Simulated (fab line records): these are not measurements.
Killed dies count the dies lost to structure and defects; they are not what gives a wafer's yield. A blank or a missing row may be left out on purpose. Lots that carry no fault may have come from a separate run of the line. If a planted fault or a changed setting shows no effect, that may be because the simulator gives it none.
A struck lot beside a sound one | flow sky130 | 33 out of 708 route steps
Sound: the wafers L712.2, L712.3, L712.5. Struck: wafer L718.4 (L718.1, L718.5, from the same lot, were not struck and are left out); the cause is given at the end.
Each step with rows lists, per side, the tool, then ch with its chambers, then its first start. Under that, the readings that differ: sound wafers | struck wafers | difference of the means | sigmas: that difference in standard deviations of wafers without a fault.
alike: readings whose means differ by less than 2 such deviations, and words and numbers that are the same on both sides. not compared: withheld readings, readings that some wafer has no value for, bounds like >300 that may hide the same value, and numbers for which the record gives no deviation and whose values overlap.
The two part at a step that has a row with sigmas, a row that says differs or no value, or rows on one side only. Numbers that have no deviation but don't overlap get no sigmas and don't part them. Lack of a reading on every wafer of one side parts them only where that side has two or more wafers.

first, 5 steps without rows for these wafers: SKY_VIA4_COAT_06 (resist thk 1140 nm); SKY_VIA4_SOFTBAKE_07 (time 60 s); SKY_VIA4_EXPOSE_08 (exposes mask VIM4, target cd 800 nm); SKY_VIA4_PEB_09; SKY_VIA4_DEVELOP_10 (develop time 60 s).
SKY_VIA4_OVL_MEAS_11:
  sound on overlay-01 at day 44 23:08; struck on overlay-01 at day 46 08:38
  alike: VIA4_OVL
SKY_VIA4_ETCH_12: etches SiO2 in C4F8/O2/Ar, stops on TiN, target depth 580 nm.
  sound on rie diel-02 ch 0,1,2, day 44 23:10; struck on rie diel-04 ch 3, day 46 08:40
  alike: bias w, oes product au
SKY_VIA4_STRIP_13: strips in O2/N2.
  sound on plasma asher-01 ch 0,1, day 44 23:14; struck on plasma asher-02 ch 1, day 46 08:44
  alike: drypump motor current A, oes product au, strip time to endpoint s
  not compared: rf hours counter h
then, 4 steps without rows for these wafers: SKY_VIA4_STRIP_14 (strips in post etch residue remover, time 1200 s); SKY_VIA4_CLEAN_15 (cleans in IPA, time 180 s); SKY_VIA4_CLEAN_16 (cleans in O3/DIW); SKY_VIA4_SPUTTER_17 (material TiN, target thk 20 nm, time 80 s).
SKY_VIA4_CVD_18: deposits W, target thk 505 nm, time 152.14 s.
  sound on cvd w-01 ch 1, day 44 23:54; struck on cvd w-01 ch 1, day 46 09:23
  reading                            | sound             | struck | difference | sigmas
  model.W_of_VIA4_CVD_18.thk nm (nm) | 505.3 501.2 505.2 | 353.5  | -150.4     |
  alike: heater power w
SKY_VIA4_RS_MEAS_19: measures by four-point-probe.
  sound on film metro-01 at day 45 00:04; struck on film metro-03 at day 46 09:50
  reading            | sound                | struck | difference | sigmas
  VIA4_W_RS (ohm/sq) | 0.2262 0.2283 0.2266 | 0.3253 | +0.0983    | +47
  not compared: hold
SKY_VIA4_THK_MEAS_20: measures by xrf.
  sound on film metro-01 at day 45 00:11; struck on film metro-03 at day 46 14:04
  reading         | sound       | struck | difference | sigmas
  VIA4_W_THK (nm) | 494 490 497 | 354    | -140       | -18
  not compared: hold
SKY_VIA4_CMP_21: polishes, stops on SiO2, t overpolish 25 s, target thk 0 nm.
  sound on cmp-02 ch 1,3, day 45 00:17; struck on cmp-02 ch 3, day 46 18:27
  reading                | sound       | struck                   | difference                   | sigmas
  hold                   | - - -       | await dispo/3.8h/release | no value on the sound wafers |
  time to endpoint s (s) | 125 118 119 | 83                       | -38                          | -11
  alike: motor current A
SKY_METAL5_SPUTTER_00: material Ti, target thk 15 nm, time 10 s.
  sound on pvd sputter-01 at day 45 00:32; struck on pvd sputter-02 at day 46 18:48
  alike: throttle valve pct
then, 1 step without rows for these wafers: SKY_METAL5_SPUTTER_01 (material TiN, target thk 20 nm, time 16.7 s).
SKY_METAL5_SPUTTER_02: material AlCu, target thk 1150 nm, time 61.2 s.
  sound on pvd sputter-01 at day 45 00:35; struck on pvd sputter-02 at day 46 18:51
  alike: throttle valve pct
SKY_METAL5_SPUTTER_03: material Ti, target thk 5 nm, time 3.3 s.
  sound on pvd sputter-01 at day 45 00:38; struck on pvd sputter-02 at day 46 18:54
  alike: throttle valve pct
then, 1 step without rows for these wafers: SKY_METAL5_SPUTTER_04 (material TiN, target thk 70 nm, time 58.3 s).
SKY_METAL5_RS_MEAS_05: measures by four-point-probe.
  sound on film metro-03 at day 45 00:43; struck on film metro-02 at day 46 19:03
  alike: METAL5_ALCU_RS
SKY_METAL5_THK_MEAS_06: measures by xrf.
  sound on film metro-03 at day 45 00:50; struck on film metro-02 at day 46 19:10
  alike: METAL5_ALCU_THK
then, 8 steps without rows for these wafers: SKY_METAL5_DEHYDRATE_07 (time 60 s); SKY_METAL5_HMDS_08 (prime time 60 s); SKY_METAL5_COAT_09 (resist thk 1800 nm); SKY_METAL5_SOFTBAKE_10 (time 60 s); SKY_METAL5_EXPOSE_11 (exposes mask MM5, target cd 1600 nm); SKY_METAL5_PEB_12; SKY_METAL5_DEVELOP_13 (develop time 60 s); SKY_METAL5_DESCUM_14 (chemistry O2, time 11 s).
SKY_METAL5_METAL_ETCH_15: etches the open film in Cl2/BCl3, stops on SiO2, target depth 1260 nm, time 252 s.
  sound on rie metal-02 ch 0,1, day 45 22:36; struck on rie metal-01 ch 1, day 47 07:02
  reading                            | sound          | struck | difference | sigmas
  model.etch.depth nm (nm)           | 1255 1268 1259 | 1270   | +9         |
  model.METAL5.feature depth nm (nm) | 1255 1268 1259 | 1270   | +9         |
  alike: bias w, drypump motor current A, oes product au, throttle valve pct
  not compared: rf hours counter h
then, 1 step without rows for these wafers: SKY_METAL5_STRIP_16 (strips in O2/N2).

## WHERE THEY PART
Earliest at SKY_VIA4_RS_MEAS_19; latest, in this record, at SKY_VIA4_CMP_21. Later steps at which nothing parts them and some readings are alike: SKY_METAL5_SPUTTER_00, SKY_METAL5_SPUTTER_02, SKY_METAL5_SPUTTER_03, SKY_METAL5_RS_MEAS_05, SKY_METAL5_THK_MEAS_06, SKY_METAL5_METAL_ETCH_15.

WHY: what had been put in by the simulator
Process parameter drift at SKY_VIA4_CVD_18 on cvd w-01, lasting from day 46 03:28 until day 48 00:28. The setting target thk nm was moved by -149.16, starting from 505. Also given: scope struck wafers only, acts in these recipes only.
